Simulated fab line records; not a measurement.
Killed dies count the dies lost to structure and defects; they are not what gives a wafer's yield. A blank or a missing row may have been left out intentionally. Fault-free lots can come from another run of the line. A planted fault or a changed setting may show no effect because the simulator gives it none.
Problem report, 8D (eight disciplines) form, completed by code + flow gf180mcu + the parts of the form that need people (team, actions taken, sign-off) are left out

1. THE PROBLEM
Mean of cdNm at GF_NSD_CD_MEAS_07: 363.0 nm across 12 wafers in 4 lots; on wafers with no fault it is 398.6 nm (standard deviation 2.4). Relative to the usual mean, that is a shift of -15 standard deviations.
The step: target cd 400 nm.
The first sign was on wafer L995.2 at day 18 07:56, on cdSem-02. The record holds 48 wafers of 16 lots with a number at this step. The rule behind "out" and "out of limits": a value lying over 4 standard deviations away from the usual mean. Any other wafer with a number is counted as sound.

2. WHAT IT IS AND WHAT IT IS NOT
| question                    | is                     | is not                                                                 |
|-----------------------------|------------------------|------------------------------------------------------------------------|
| which readings at this step | cdNm                   | -                                                                      |
| which lots                  | L100, L102, L995, L996 | L982, L983, L984, L985, L986, L987, L988, L989, L990, L991, L992, L993 |
| which wafers of those lots  | all that have a number | -                                                                      |
| read on which gauges        | cdSem-01, cdSem-02     | -                                                                      |
| when                        | from day 18 07:56      | up to then (36 sound wafers)                                           |

3. THE SUSPECTS, EACH WITH WHAT RULES IT OUT
Counting: a tool stays on the suspect list if, at a process step up to the reading, it processed all lots that are out and no sound lot following the first of them.
- the gauge at GF_NSD_CD_MEAS_07 is ruled out. The wafers that are out were read on 2 gauges (cdSem-01, cdSem-02).
- ilineStepper-01 at GF_NSD_EXPOSE_04 (exposes mask Nplus, target cd 400 nm): kept. All lots that are out passed through it, beginning with L995 at day 17 20:29, and no sound lot followed; its final sound lot before that point was L991 at day 16 13:04. Out on those wafers are its own readings of exposureDoseMJCm2.
After counting, what remains is ilineStepper-01 at GF_NSD_EXPOSE_04.

4. THE CAUSE (what the simulator had put in)
Process parameters drifting: ilineStepper-01 at GF_NSD_EXPOSE_04, beginning at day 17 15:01. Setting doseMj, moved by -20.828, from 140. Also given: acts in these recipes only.
After counting, this tool was the only one left.

5. THE CHAIN OF EFFECTS, in route order
Rows list readings where the struck wafers' mean (over those with a number) sits beyond 3 standard deviations from the usual. Only readings whose record carries a usual standard deviation are examined. hours: median over the lots of the time between each lot's start at the first step of this table that gives one and its start at this step. sigmas: the change, counted in usual standard deviations.
| hours | step              | reading           | usual    | on struck wafers | change | sigmas      |
|-------|-------------------|-------------------|----------|------------------|--------|-------------|
| 0     | GF_NSD_EXPOSE_04  | exposureDoseMJCm2 | 139.88   | 123.45           | -16.43 | -99 or more |
| 12    | GF_NSD_CD_MEAS_07 | cdNm              | 398.6 nm | 363.0            | -35.6  | -15         |
Here are the process steps it includes:
- GF_NSD_EXPOSE_04: exposes mask Nplus, target cd 400 nm.

6. HOW IT WOULD HAVE BEEN CAUGHT EARLIER
17 hours passed between the start of the fault at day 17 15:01 and the first reading out of limits at a measuring or inspecting step in this record, taken at day 18 07:56.
At GF_NSD_EXPOSE_04, the tool's own readings (exposureDoseMJCm2) were out on each struck wafer the step has a row for, so an alarm limit on them would have fired on the first such wafer.
Of the lots that are out (4), L100, L102 began GF_NSD_EXPOSE_04 on ilineStepper-01 after day 18 07:56. A hold on the tool at that time would have spared those 2.
